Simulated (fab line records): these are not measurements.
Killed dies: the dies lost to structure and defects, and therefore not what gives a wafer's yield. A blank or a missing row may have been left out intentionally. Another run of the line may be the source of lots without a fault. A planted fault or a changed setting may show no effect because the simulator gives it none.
Which of the tools did it?    flow sky130    21 wafers from 7 lots sampled at 2 of the route's 708 steps

== WHAT THE GAUGES SHOWED, per wafer ==
SKY_VT_ADJUST_HVTR_CD_MEAS_07: the cd target is 380 nm.
lot   measured      on         cd-nm (nm)
L927  day 9 13:34   cd-sem-01  384.9 383.4 383.8
L930  day 10 14:38  cd-sem-01  379.8 377.4 378.3
L932  day 11 12:38  cd-sem-02  380.6 383.6 380.1
L935  day 12 20:07  cd-sem-01  383.4 385.5 383.2
L937  day 13 02:08  cd-sem-02  383.4 382.2 385.2
L941  day 14 00:50  cd-sem-01  413.8 417.5 416.2 414.0 417.5 416.9
L949  day 16 20:17  cd-sem-02  378.9 377.7 375.6

== WHICH TOOL RAN EACH LOT (tool, then ch and the chambers of the sampled wafers, then the start) ==
lot   SKY_VT_ADJUST_HVTR_DEVELOP_06
L927  litho-track-03 ch 0, day 9 13:25
L930  litho-track-02 ch 0, day 10 14:31
L932  litho-track-04 ch 0, day 11 12:29
L935  litho-track-03 ch 0, day 12 19:58
L937  litho-track-04 ch 0, day 13 01:59
L941  litho-track-04 ch 0, day 14 00:41
L949  litho-track-02 ch 0, day 16 20:08
- SKY_VT_ADJUST_HVTR_DEVELOP_06: develop time 60 s.

== THE ANSWER, worked out from the rows above alone ==
Rule: the usual values come from the lots themselves. Put in order of their means at a reading, lots are off if they are a third of the lots or fewer, leave a main group of 4 or more, and stand apart from it by a gap of 3 or more times the standard deviation of the main group's means; of several such gaps the widest counts. A main group whose means are all the same, to the digits that the tables above print for the reading, isn't used. A lot without any number at a reading at which 4 lots or more have one is off too. The other lots that the step has rows for count as sound.
Off, at SKY_VT_ADJUST_HVTR_CD_MEAS_07 on cd-nm: L941. Mean 381.5 nm and standard deviation 2.7 in the main group.
A tool fits if, at a process step before that reading, it ran every lot that is off, and no sound lot after the first of them. Gauges at SKY_VT_ADJUST_HVTR_CD_MEAS_07: tried the same way as those tools. 2 tools fit, litho-track-04 at SKY_VT_ADJUST_HVTR_DEVELOP_06 and cd-sem-01 at SKY_VT_ADJUST_HVTR_CD_MEAS_07, so this cannot tell which one it is.

== WHAT THE SIMULATOR PUT IN ==
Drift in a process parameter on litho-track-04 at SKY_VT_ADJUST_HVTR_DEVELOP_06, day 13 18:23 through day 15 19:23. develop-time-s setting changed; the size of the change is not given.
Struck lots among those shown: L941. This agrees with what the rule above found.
